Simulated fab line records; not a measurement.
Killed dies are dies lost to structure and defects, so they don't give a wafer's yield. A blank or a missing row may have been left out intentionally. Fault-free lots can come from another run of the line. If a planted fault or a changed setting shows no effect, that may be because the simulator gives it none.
Code-filled problem report in 8D (eight disciplines) form :: flow sky130 :: the parts of the form that need people (team, actions taken, sign-off) are left out

== 1. THE ISSUE ==
heater_power_total_W at SKY_SD_P_SOFTBAKE_03 reads a mean of 53.47 W on 6 wafers of 2 lots; wafers without a fault read 56.59 W with a standard deviation of 0.045. Measured from the usual mean, that is -69 standard deviations.
The step: time 60 s.
First observed at day 31 14:05: wafer L235.1, on litho_track-02. Wafers with a number at this step in the record: 42, from 14 lots. Rule for "out" (also "out of limits"): further than 4 standard deviations from the usual mean. Any other wafer with a number is counted as sound.

== 2. WHAT IT IS; WHAT IT IS NOT ==
question: which readings at this step
is: heater_power_total_W, plate_temp_C
is not: -

question: which lots
is: L235, L237
is not: L218, L219, L224, L226, L227, L228, L230, L233, L234, L238, L240, L241

question: which wafers of those lots
is: all that have a number
is not: -

question: read on which tools
is: litho_track-02
is not: litho_track-01, litho_track-03

question: when
is: from day 31 14:05
is not: up to then (27 sound wafers); but 9 sound wafers of L238, L240, L241 came after

== 3. WHAT RULES OUT EACH SUSPECT ==
Counting: any tool at a process step up to the reading is kept as a suspect provided that every lot that is out went through it and no sound lot did after the first of them.
- litho_track-02 at SKY_SD_P_SOFTBAKE_03 (time 60 s): kept. It ran every lot that is out, first L235 (day 31 14:05), and no sound lot after that; its last sound lot up to then is L230 (day 29 15:16). On those wafers its own readings are out: heater_power_total_W, plate_temp_C.
After counting, what remains is litho_track-02 at SKY_SD_P_SOFTBAKE_03.

== 4. THE CAUSE (what the simulator had put in) ==
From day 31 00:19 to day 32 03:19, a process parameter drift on litho_track-02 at SKY_SD_P_SOFTBAKE_03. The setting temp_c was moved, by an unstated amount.
After counting, this tool was the only one left.

== 5. THE CHAIN OF EFFECTS, in route order ==
Each row: a reading whose mean over the struck wafers that have a number lies more than 3 standard deviations from the usual. Only readings for which the record gives a usual standard deviation are gone through. hours: the time from each lot's start at the first step in this table that gives one to its start at this step, as a median over the lots. sigmas: the change in usual standard deviations.
hours: 0
step: SKY_SD_P_SOFTBAKE_03
reading: heater_power_total_W
usual: 56.59 W
on struck wafers: 53.47
change: -3.12
sigmas: -69

hours: 0
step: SKY_SD_P_SOFTBAKE_03
reading: plate_temp_C
usual: 89.98 C
on struck wafers: 86.49
change: -3.49
sigmas: -32
Process steps it contains:
- SKY_SD_P_SOFTBAKE_03: time 60 s.
Later measuring or inspecting steps at which every struck wafer that the step has a row for has a number for every such reading, and none has moved that far: SKY_LI_CONTACT_THK_MEAS_01, SKY_LI_CONTACT_BOW_MEAS_03.

== 6. WHAT WOULD HAVE CAUGHT IT SOONER ==
First out-of-limits reading in this record: day 31 14:05, which is 14 hours after fault onset at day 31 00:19.
